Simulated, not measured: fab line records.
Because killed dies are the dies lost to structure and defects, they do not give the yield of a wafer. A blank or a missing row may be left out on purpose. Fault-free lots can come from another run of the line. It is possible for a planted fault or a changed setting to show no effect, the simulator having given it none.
2 desks, one fault ; flow sky130 ; each desk has only its own numbers; what lay behind them comes last

## AT THE TOOL OWNER'S DESK: krf_scanner-02
The tool's own readings at SKY_METAL4_EXPOSE_10 (exposes mask MM4, target cd 300 nm): means of the sampled wafers that have a number, for each lot that ran on this tool. A lot is out of limits, marked OUT, if its mean lies more than 4 standard deviations from the usual mean; the brackets give that distance.
Columns: A = exposure_dose_mJ_cm2 at SKY_METAL4_EXPOSE_10, usual 27.985
lot;first seen here;A
L518;day 42 05:25;27.972
L520;day 43 00:13;27.992
L523;day 43 19:06;26.701 (-44) OUT
L525;day 44 03:01;26.704 (-44) OUT
L532;day 47 01:05;27.994
L533;day 47 02:09;27.985
L534;day 47 02:15;27.924
L536;day 47 03:32;27.990
L535;day 47 05:49;27.968
Finding of this desk: L523, L525 out of limits; the first was L523 at day 43 19:06, on exposure_dose_mJ_cm2 at SKY_METAL4_EXPOSE_10. L518, L520, L532, L533, L534, L536, L535 stayed within limits.

## METROLOGY DESK
What the gauges read, lot by lot, whatever tool the lot ran on: means of the sampled wafers that have a number. A lot is out of limits, marked OUT, if its mean lies more than 4 standard deviations from the usual mean; the brackets give that distance.
Columns: A = VIA2_HDPCVD_THK at SKY_VIA2_THK_MEAS_01, usual 1151 nm; B = cd_nm at SKY_METAL4_CD_MEAS_13, usual 300.0 nm
lot;first seen here;A;B
L515;day 35 04:07;1136;299.6
L518;day 36 05:45;1148;299.1
L520;day 37 04:18;1146;299.2
L523;day 38 01:09;1160;266.2 (-23) OUT
L524;day 38 06:24;1150;298.9
L525;day 38 10:34;1134;285.9 (-9.4) OUT
L532;day 41 17:17;1158;300.8
L533;day 41 17:34;1159;300.4
L534;day 41 18:07;1152;302.9
L536;day 41 18:40;1158;299.3
L535;day 41 21:39;1148;300.2
Finding of this desk: L523, L525 out of limits; the first was L523 at day 44 05:20, on cd_nm at SKY_METAL4_CD_MEAS_13. L515, L518, L520, L524, L532, L533, L534, L536, L535 stayed within limits.

## PUT TOGETHER
On L523, L525, at day 43 19:06, an alarm was possible from the tool owner's desk.
On L523, L525, the metrology desk was in a position to raise an alarm at day 44 05:20.
On krf_scanner-02, each named lot ran SKY_METAL4_EXPOSE_10.

## WHAT THE SIMULATOR PUT IN
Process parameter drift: krf_scanner-02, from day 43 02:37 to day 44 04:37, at SKY_METAL4_EXPOSE_10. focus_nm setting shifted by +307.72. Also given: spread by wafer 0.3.
Shown lots that were struck: L523, L525.
Counting hours from when the fault started, the first reading out of limits came at 16 for the tool owner's desk and at 27 for the metrology desk.
